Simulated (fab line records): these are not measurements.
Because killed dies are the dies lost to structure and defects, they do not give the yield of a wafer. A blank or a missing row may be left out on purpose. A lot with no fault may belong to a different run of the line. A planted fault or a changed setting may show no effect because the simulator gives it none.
Which of the tools did it? + flow gf180mcu + 18 wafers sampled from 6 lots at 1 step of a route of 602

## WHAT EACH GAUGE READ, for each wafer
GF_STI_CD_MEAS_12 targets a cd of 220 nm.
| lot  | measured    | on       | cdNm (nm)         |
|------|-------------|----------|-------------------|
| L275 | day 2 11:32 | cdSem-02 | 220.6 220.1 221.3 |
| L279 | day 3 08:14 | cdSem-01 | 218.6 217.7 219.5 |
| L288 | day 5 07:04 | cdSem-01 | 219.1 218.8 218.3 |
| L290 | day 5 17:37 | cdSem-02 | 220.3 218.2 219.7 |
| L293 | day 6 08:49 | cdSem-02 | 221.9 220.3 220.0 |
| L295 | day 6 18:04 | cdSem-01 | 219.3 219.5 220.5 |

## WHICH TOOL RAN EACH LOT (tool, then ch and the chambers of the sampled wafers, then the start)
The record holds no process step before these readings.

## THE ANSWER, worked out from the rows above alone
Rule: the usual values come from the lots themselves. The widest of any qualifying gaps counts: lots, ordered by their means at a reading, are off when they make up no more than a third of the lots, leave a main group of 4 or more, and stand apart from it by 3 or more times the standard deviation of that group's means. The tables above print the reading to a certain number of digits; a main group whose means all agree to those digits is not used. A lot without any number at a reading at which 4 lots or more have one is off too. Any other lot the step has rows for is counted as sound.
Across all readings shown, no lot is off: no conclusion can be drawn from this.

## WHAT WAS PUT IN BY THE SIMULATOR
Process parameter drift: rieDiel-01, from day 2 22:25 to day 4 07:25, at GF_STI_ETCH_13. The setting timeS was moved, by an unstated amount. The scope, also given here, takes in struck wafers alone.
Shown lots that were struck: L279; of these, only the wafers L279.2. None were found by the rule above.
